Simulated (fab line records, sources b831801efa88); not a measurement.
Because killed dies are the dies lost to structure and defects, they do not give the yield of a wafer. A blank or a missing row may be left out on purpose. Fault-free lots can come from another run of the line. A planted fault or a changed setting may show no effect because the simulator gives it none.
Which tool is to blame? + flow gf180mcu + Sampling: 13 lots, 39 wafers, 4 of 602 route steps

WHAT EACH GAUGE READ, for each wafer
GF_V5_CD_MEAS_14 targets a cd of 260 nm. Usual: cd nm at 259.7 nm, with a standard deviation of 1.1.
| lot  | measured     | on        | cd nm (nm)        | flag |
|------|--------------|-----------|-------------------|------|
| L908 | day 27 14:12 | cd sem-02 | 259.2 258.6 260.7 |      |
| L910 | day 28 04:13 | cd sem-02 | 258.6 259.2 258.8 |      |
| L912 | day 28 14:35 | cd sem-01 | 258.9 259.6 260.5 |      |
| L913 | day 28 19:05 | cd sem-01 | 260.5 260.3 260.7 |      |
| L916 | day 30 00:34 | cd sem-02 | 260.8 261.0 259.8 |      |
| L919 | day 30 19:21 | cd sem-02 | 259.8 260.1 258.7 |      |
| L922 | day 31 22:19 | cd sem-02 | 262.0 260.4 260.8 |      |
| L925 | day 32 07:13 | cd sem-01 | 260.7 260.2 260.1 |      |
| L927 | day 32 23:28 | cd sem-02 | 259.3 259.6 260.1 |      |
| L929 | day 33 02:05 | cd sem-02 | 257.6 258.4 256.0 |      |
| L928 | day 33 03:47 | cd sem-01 | 262.0 260.1 260.0 |      |
| L930 | day 33 11:56 | cd sem-01 | 258.7 259.1 259.3 |      |
| L931 | day 33 17:13 | cd sem-01 | 258.8 259.2 259.7 |      |

GF_TOP_METAL_THK_MEAS_06: measures by xrf. Usual: for TOP_METAL_ALCU_THK the level is 899 nm and the standard deviation is 8.2.
| lot  | measured     | on            | TOP_METAL_ALCU_THK (nm) | flag |
|------|--------------|---------------|-------------------------|------|
| L908 | day 27 16:07 | film metro-04 | 900 892 891             |      |
| L910 | day 28 06:05 | film metro-01 | 911 911 911             |      |
| L912 | day 28 16:28 | film metro-03 | 912 909 901             |      |
| L913 | day 28 20:56 | film metro-03 | 898 886 895             |      |
| L916 | day 30 02:26 | film metro-03 | 906 899 913             |      |
| L919 | day 30 21:14 | film metro-04 | 898 894 898             |      |
| L922 | day 32 00:12 | film metro-03 | 903 907 899             |      |
| L925 | day 32 09:10 | film metro-03 | 903 901 904             |      |
| L927 | day 33 01:22 | film metro-01 | 896 904 907             |      |
| L929 | day 33 03:58 | film metro-03 | 893 902 895             |      |
| L928 | day 33 05:41 | film metro-04 | 901 910 913             |      |
| L930 | day 33 13:56 | film metro-03 | 897 897 888             |      |
| L931 | day 33 19:13 | film metro-04 | 901 888 885             |      |

WHICH TOOL RAN EACH LOT (tool, then ch and the chambers of the sampled wafers, then the start)
| lot  | GF_V5_SPUTTER_22             | GF_TOP_METAL_SPUTTER_01      |
|------|------------------------------|------------------------------|
| L908 | pvd sputter-04, day 27 15:08 | pvd sputter-02, day 27 15:52 |
| L910 | pvd sputter-04, day 28 05:06 | pvd sputter-01, day 28 05:50 |
| L912 | pvd sputter-01, day 28 15:30 | pvd sputter-03, day 28 16:14 |
| L913 | pvd sputter-03, day 28 19:57 | pvd sputter-01, day 28 20:41 |
| L916 | pvd sputter-04, day 30 01:27 | pvd sputter-02, day 30 02:11 |
| L919 | pvd sputter-01, day 30 20:15 | pvd sputter-03, day 30 20:59 |
| L922 | pvd sputter-04, day 31 23:13 | pvd sputter-03, day 31 23:57 |
| L925 | pvd sputter-03, day 32 08:05 | pvd sputter-03, day 32 08:50 |
| L927 | pvd sputter-04, day 33 00:23 | pvd sputter-01, day 33 01:07 |
| L929 | pvd sputter-01, day 33 02:59 | pvd sputter-02, day 33 03:43 |
| L928 | pvd sputter-01, day 33 04:42 | pvd sputter-02, day 33 05:27 |
| L930 | pvd sputter-01, day 33 12:58 | pvd sputter-03, day 33 13:42 |
| L931 | pvd sputter-03, day 33 18:14 | pvd sputter-03, day 33 18:58 |
- GF_V5_SPUTTER_22: material TiN, target thk 10 nm, time 40 s.
- GF_TOP_METAL_SPUTTER_01: material TiN, target thk 30 nm, time 25 s.

AS READ BY THE TOOLS THEMSELVES (means over the sampled wafers that have a number; for cases with no such wafer, the mark the record gives instead)
GF_V5_SPUTTER_22. Usual: cathode dc power W 3999.9 W, standard deviation 0.77; throttle valve pct 29.4 %, standard deviation 1.1.
| lot  | tool           | cathode dc power W (W) | throttle valve pct (%) | flag |
|------|----------------|------------------------|------------------------|------|
| L908 | pvd sputter-04 | 4000.1                 | 29.0                   |      |
| L910 | pvd sputter-04 | 3999.7                 | 29.3                   |      |
| L912 | pvd sputter-01 | 4000.0                 | 30.4                   |      |
| L913 | pvd sputter-03 | 3999.1                 | 29.5                   |      |
| L916 | pvd sputter-04 | 4000.0                 | 28.5                   |      |
| L919 | pvd sputter-01 | 4000.2                 | 30.6                   |      |
| L922 | pvd sputter-04 | 3999.1                 | 29.1                   |      |
| L925 | pvd sputter-03 | 3999.2                 | 29.9                   |      |
| L927 | pvd sputter-04 | 4000.5                 | 29.2                   |      |
| L929 | pvd sputter-01 | 3999.8                 | 29.8                   |      |
| L928 | pvd sputter-01 | 4000.2                 | 28.7                   |      |
| L930 | pvd sputter-01 | 3999.5                 | 31.0                   |      |
| L931 | pvd sputter-03 | 3999.6                 | 29.2                   |      |

GF_TOP_METAL_SPUTTER_01. Usual: cathode dc power W 6500.1 W, standard deviation 1.1; throttle valve pct 29.8 %, standard deviation 1.
| lot  | tool           | cathode dc power W (W) | throttle valve pct (%) | flag |
|------|----------------|------------------------|------------------------|------|
| L908 | pvd sputter-02 | 6500.9                 | 31.2                   |      |
| L910 | pvd sputter-01 | 6500.5                 | 29.6                   |      |
| L912 | pvd sputter-03 | 6500.3                 | 29.0                   |      |
| L913 | pvd sputter-01 | 6499.2                 | 29.2                   |      |
| L916 | pvd sputter-02 | 6905.3                 | 30.9                   | OFF  |
| L919 | pvd sputter-03 | 6499.9                 | 29.5                   |      |
| L922 | pvd sputter-03 | 6499.0                 | 30.0                   |      |
| L925 | pvd sputter-03 | 6500.2                 | 29.9                   |      |
| L927 | pvd sputter-01 | 6500.5                 | 28.3                   |      |
| L929 | pvd sputter-02 | 6499.4                 | 30.6                   |      |
| L928 | pvd sputter-02 | 6501.3                 | 31.0                   |      |
| L930 | pvd sputter-03 | 6501.0                 | 28.8                   |      |
| L931 | pvd sputter-03 | 6500.0                 | 29.0                   |      |

THE ANSWER, worked out from the rows above alone
Rule: lot off if the mean of its wafers having a number is beyond 3 standard deviations from the usual mean. Also off: a lot with no number at a reading for which 4 or more lots have one. The other lots that the step has rows for count as sound. Order of review: gauges by route order, followed by the tools' own readings, for which a lot's mean as printed above is used. The first step at which some lot is off is used, and at that step the reading that is off furthest; a lot without a number counts as furthest.
Off: L916, at GF_TOP_METAL_SPUTTER_01 (cathode dc power W).
If a tool, at that step or one of the process steps before it, ran each lot that is off and ran no sound lot following the first of them, it fits. No candidate that was tried fits.

WHAT HAD BEEN PUT IN BY THE SIMULATOR
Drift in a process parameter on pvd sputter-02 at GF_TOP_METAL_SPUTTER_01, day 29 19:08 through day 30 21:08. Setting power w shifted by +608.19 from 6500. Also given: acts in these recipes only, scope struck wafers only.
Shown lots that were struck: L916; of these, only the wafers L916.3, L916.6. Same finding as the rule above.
